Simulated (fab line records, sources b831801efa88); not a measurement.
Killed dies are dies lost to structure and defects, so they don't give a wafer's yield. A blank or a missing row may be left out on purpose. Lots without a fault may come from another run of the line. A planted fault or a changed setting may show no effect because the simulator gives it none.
Chamber matching | flow sky130 | SKY_CAP2M_CVD_00 on pecvd-02: 3 sister chambers
The step deposits SiO2, target thk 15.5 nm. 20 wafers are shown with their chamber, then 10 later ones without.

WAFERS WITH THEIR CHAMBER
wafer  | chamber | heater_power_outer_w (W) | heater_power_w (W) | susceptor_temp_C (C)
L074.1 | 1       | 427                      | 701                | 400.00
L074.2 | 0       | 471                      | 725                | 399.88
L074.5 | 1       | 425                      | 690                | 400.19
L078.1 | 0       | 471                      | 733                | 399.98
L078.4 | 2       | 421                      | 694                | 399.96
L078.6 | 0       | 468                      | 727                | 399.98
L079.2 | 1       | 397                      | 636                | 400.42
L079.4 | 2       | 412                      | 710                | 400.22
L079.6 | 1       | 392                      | 645                | 399.95
L081.1 | 2       | 392                      | 662                | 400.06
L081.2 | 1       | 480                      | 762                | 400.28
L081.3 | 0       | 482                      | 731                | 400.25
L083.4 | 1       | 405                      | 663                | 400.16
L083.5 | 2       | 406                      | 662                | 399.66
L083.6 | 0       | 486                      | 754                | 400.11
L087.2 | 2       | 400                      | 669                | 400.13
L087.3 | 0       | 454                      | 698                | 399.74
L087.5 | 2       | 411                      | 682                | 399.91
L090.2 | 2       | 417                      | 702                | 399.69
L090.3 | 2       | 417                      | 705                | 399.81

SIGNATURES (means of the wafers above)
reading              | chamber 0 | chamber 1 | chamber 2 | scatter within a chamber
heater_power_outer_w | 472.00    | 421.00    | 409.50    | 19.6
heater_power_w       | 728.00    | 682.83    | 685.75    | 29.7
susceptor_temp_C     | 399.9900  | 400.1667  | 399.9300  | 0.187
Rule: a wafer's distance from a chamber is the root of the sum, over the readings, of the square of ((its reading less the chamber's mean) divided by the reading's scatter). The wafer belongs to the nearest chamber; if the next one is less than 2 further off, it can't be placed. The scatter: the root of (the sum of the squares of (reading less its chamber's mean) over the shown wafers, divided by (wafers less chambers)).

WAFERS WITHOUT THEIR CHAMBER
wafer  | heater_power_outer_w (W) | heater_power_w (W) | susceptor_temp_C (C)
L090.5 | 460                      | 717                | 399.95
L091.3 | 428                      | 709                | 400.13
L091.4 | 504                      | 765                | 399.70
L091.6 | 503                      | 788                | 400.13
L094.1 | 483                      | 748                | 400.04
L094.3 | 491                      | 766                | 399.93
L094.5 | 482                      | 787                | 399.73
L096.2 | 442                      | 713                | 399.72
L096.3 | 380                      | 642                | 400.15
L096.4 | 460                      | 701                | 400.06

WHICH CHAMBER EACH WENT THROUGH
wafer  | from the rows above          | in truth
L090.5 | can't be placed: 0 or 1      | 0
L091.3 | can't be placed: 1 or 2 or 0 | 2
L091.4 | 0                            | 0
L091.6 | 0                            | 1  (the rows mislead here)
L094.1 | 0                            | 0
L094.3 | 0                            | 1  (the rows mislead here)
L094.5 | 0                            | 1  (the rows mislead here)
L096.2 | can't be placed: 0 or 2 or 1 | 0
L096.3 | can't be placed: 2 or 1      | 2
L096.4 | can't be placed: 0 or 1 or 2 | 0
Placed correctly: 2 of 10. Can't be placed from these rows: 5 (the true chamber is among the candidates in 5). Placed wrongly: 3.
